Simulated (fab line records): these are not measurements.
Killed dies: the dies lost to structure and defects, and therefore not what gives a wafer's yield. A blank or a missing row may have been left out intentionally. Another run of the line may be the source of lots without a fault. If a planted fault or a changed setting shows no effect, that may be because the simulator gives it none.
Code-filled problem report in 8D (eight disciplines) form | flow sky130 | the parts of the form that need people (team, actions taken, sign-off) are left out

## 1. PROBLEM STATEMENT
Wafers without a fault read 149.2 nm, standard deviation 1.6; cd-nm at SKY_POLY_GATE_CD_MEAS_13 reads a mean of 132.0 nm on 12 wafers belonging to 4 lots. Measured from the usual mean, that is -11 standard deviations.
The step: target cd 150 nm.
Earliest sighting: wafer L419.1 on cd-sem-02 at day 18 22:26. Wafers with a number at this step in the record: 39, from 13 lots. Rule for "out", or "out of limits": more than 4 standard deviations from the usual mean. Any other wafer with a number is counted as sound.

## 2. WHAT THIS IS AND IS NOT
question                    | is                     | is not
which readings at this step | cd-nm                  | -
which lots                  | L419, L420, L421, L422 | L413, L414, L415, L416, L417, L418, L429, L433, L436
which wafers of those lots  | all that have a number | -
read on which gauges        | cd-sem-01, cd-sem-02   | -
when                        | from day 18 22:26      | up to then (18 sound wafers); but 9 sound wafers of L429, L433, L436 came after

## 3. THE SUSPECTS, EACH WITH WHAT RULES IT OUT
Counting: a tool at a process step up to the reading stays a suspect if it ran every lot that is out and no sound lot after the first of them.
- the gauge at SKY_POLY_GATE_CD_MEAS_13 has been ruled out. The wafers that are out were read on 2 gauges (cd-sem-01, cd-sem-02).
- krf-scanner-01 at SKY_POLY_GATE_EXPOSE_10 (exposes mask P1M, target cd 150 nm): kept. Every lot that is out went through it, starting with L419 (day 18 07:32), and after that it ran no sound lot; the last sound lot it ran before then is L418 (day 18 03:35). Its own exposure-dose-mJ-cm2 readings are out on those wafers.
Remaining after the count: krf-scanner-01 at SKY_POLY_GATE_EXPOSE_10.

## 4. THE CAUSE (what the simulator had put in)
Drift in process parameters on krf-scanner-01 at SKY_POLY_GATE_EXPOSE_10, starting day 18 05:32. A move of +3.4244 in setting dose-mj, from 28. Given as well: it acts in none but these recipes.
The count eliminated every tool but this one.

## 5. THE CHAIN OF EFFECTS, in route order
Each row: a reading where the mean over the struck wafers with a number is more than 3 standard deviations away from the usual. Scope: only readings with a usual standard deviation given in the record; hours: median across lots of the time from each lot's start at the first step in this table that gives one to its start at this step; sigmas: change in usual standard deviations.
hours | step                     | reading              | usual    | on struck wafers | change | sigmas
0     | SKY_POLY_GATE_EXPOSE_10  | exposure-dose-mJ-cm2 | 27.98    | 30.93            | +2.95  | +95
15    | SKY_POLY_GATE_CD_MEAS_13 | cd-nm                | 149.2 nm | 132.0            | -17.2  | -11
703   | SKY_PAD_OPEN_PROBE_99    | killed-at-front-end  | 15       | 37               | +22    | +4.8
Here are the process steps it includes:
- SKY_POLY_GATE_EXPOSE_10: exposes mask P1M, target cd 150 nm.
- SKY_PAD_OPEN_PROBE_99
Later measuring or inspecting steps at which every struck wafer that the step has a row for has a number for every such reading, and none has moved that far: SKY_LDD_P_OVL_MEAS_08, SKY_LDD_HVN_OVL_MEAS_07.

## 6. WHAT WOULD HAVE CAUGHT IT SOONER
The first out-of-limits reading at a measuring or inspecting step in this record came at day 18 22:26, 17 hours after the fault's start at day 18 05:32.
The tool's own readings at SKY_POLY_GATE_EXPOSE_10 were out on every struck wafer that the step has a row for (exposure-dose-mJ-cm2): an alarm limit on them would have fired on the first of those.
Among the 4 lots that are out, L421, L422 began SKY_POLY_GATE_EXPOSE_10 on krf-scanner-01 after day 18 22:26. A hold on the tool at that time would have spared those 2.
